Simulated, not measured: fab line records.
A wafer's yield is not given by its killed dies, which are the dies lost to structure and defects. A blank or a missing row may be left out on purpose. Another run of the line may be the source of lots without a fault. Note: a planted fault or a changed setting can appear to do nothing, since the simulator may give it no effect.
Comparing a struck lot with a sound one || flow sky130 || 20 steps out of a route of 708
Sound: the wafers L954.2, L954.4, L954.5. The struck wafers were L959.5, L959.6. The cause is given at the end.
At each step with rows: each side's tool, then ch and its chambers, then its first start. Under that, the readings that differ: sound wafers || struck wafers || difference of the means || sigmas: that difference in standard deviations of wafers without a fault.
alike: readings whose means differ by less than 2 such deviations, and words and numbers that are the same on both sides. not compared: withheld readings, readings that some wafer has no value for, bounds like >300 that may hide the same value, and numbers for which the record gives no deviation and whose values overlap.
A row with sigmas, a row that says differs or no value, or rows on one side alone: a step with any of these is where the two part. Non-overlapping numbers with no deviation appear without sigmas and do not part them. Lack of a reading on every wafer of one side parts them only where that side has two or more wafers.

first, 4 steps without rows for these wafers: SKY_METAL3_STRIP_20 (strips in post etch residue remover, time 1200 s); SKY_METAL3_CLEAN_21 (cleans in IPA, time 180 s); SKY_METAL3_CLEAN_22 (cleans in O3/DIW); SKY_VIA3_HDPCVD_00 (deposits SiO2, target thk 1635 nm, time 272.5 s).
SKY_VIA3_THK_MEAS_01:
  sound: film_metro-04 at day 41 11:28; struck: film_metro-04 at day 42 19:24
  alike: VIA3_HDPCVD_THK
SKY_VIA3_CMP_02: polishes SiO2.
  sound on cmp-02 ch 1,2, day 41 11:31; struck on cmp-01 ch 0,1, day 42 19:37
  alike: motor_current_A
SKY_VIA3_BOW_MEAS_03:
  sound: film_metro-02 at day 41 11:50; struck: film_metro-02 at day 42 19:48
  alike: VIA3_BOW
then, 5 steps without rows for these wafers: SKY_VIA3_DEHYDRATE_04 (time 60 s); SKY_VIA3_HMDS_05 (prime time 60 s); SKY_VIA3_COAT_06 (resist thk 60 nm); SKY_VIA3_COAT_07 (resist thk 450 nm); SKY_VIA3_SOFTBAKE_08 (time 90 s).
SKY_VIA3_EXPOSE_09: exposes mask VIM3, target cd 200 nm.
  sound on krf_scanner-01 ch 0, day 42 00:05; struck on krf_scanner-01 ch 0, day 43 07:44
  alike: mask
then, 2 steps without rows for these wafers: SKY_VIA3_PEB_10; SKY_VIA3_DEVELOP_11 (develop time 60 s).
SKY_VIA3_CD_MEAS_12 targets a cd of 200 nm.
  sound: cd_sem-01 at day 42 11:25; struck: cd_sem-01 at day 43 18:50
{"reading": "cd_nm (nm)", "sound": "200.1 200.9 199.1", "struck": "146.0 147.6", "difference": -53.2, "sigmas": -44}
SKY_VIA3_OVL_MEAS_13:
  sound: overlay-02 at day 42 11:31; struck: overlay-01 at day 43 18:55
  alike: VIA3_OVL
SKY_VIA3_ETCH_14: etches BARC in N2/H2, stops on SiO2, time 45.9 s, target depth 60 nm.
  sound on rie_diel-03 ch 0,2,3, day 42 11:32; struck on rie_diel-01 ch 0,1, day 43 18:56
{"reading": "model.VIA3.cd_nm (nm)", "sound": "199.5 200.7 199.9", "struck": "147.4 147.7", "difference": -52.5, "sigmas": ""}
  alike: chamber_pressure_mTorr, drypump_motor_current_A, oes_product_au, throttle_valve_pct
  not compared: rf_hours_counter_h
SKY_VIA3_ETCH_15: etches SiO2 in C4F8/O2/Ar, stops on TiN, target depth 507 nm, time 78 s.
  sound on rie_diel-03 ch 0,2,3, day 42 11:35; struck on rie_diel-01 ch 0,1, day 43 18:59
{"reading": "model.VIA3.cd_nm (nm)", "sound": "195.3 202 200.7", "struck": "146.1 150.2", "difference": -51.2, "sigmas": ""}
  alike: chamber_pressure_mTorr, oes_product_au
  not compared: rf_hours_counter_h
SKY_VIA3_STRIP_16: strips in O2/N2.
  sound on plasma_asher-03 ch 0,1, day 42 11:38; struck on plasma_asher-04 ch 0,1, day 43 19:05
  alike: chamber_pressure_mTorr, drypump_motor_current_A, oes_product_au, strip_time_to_endpoint_s
  not compared: rf_hours_counter_h

## WHERE THEY PART
SKY_VIA3_CD_MEAS_12 only, going by this record. Later steps at which nothing parts them and some readings are alike: SKY_VIA3_OVL_MEAS_13, SKY_VIA3_ETCH_14, SKY_VIA3_ETCH_15, SKY_VIA3_STRIP_16.

WHY: whatever the simulator had introduced
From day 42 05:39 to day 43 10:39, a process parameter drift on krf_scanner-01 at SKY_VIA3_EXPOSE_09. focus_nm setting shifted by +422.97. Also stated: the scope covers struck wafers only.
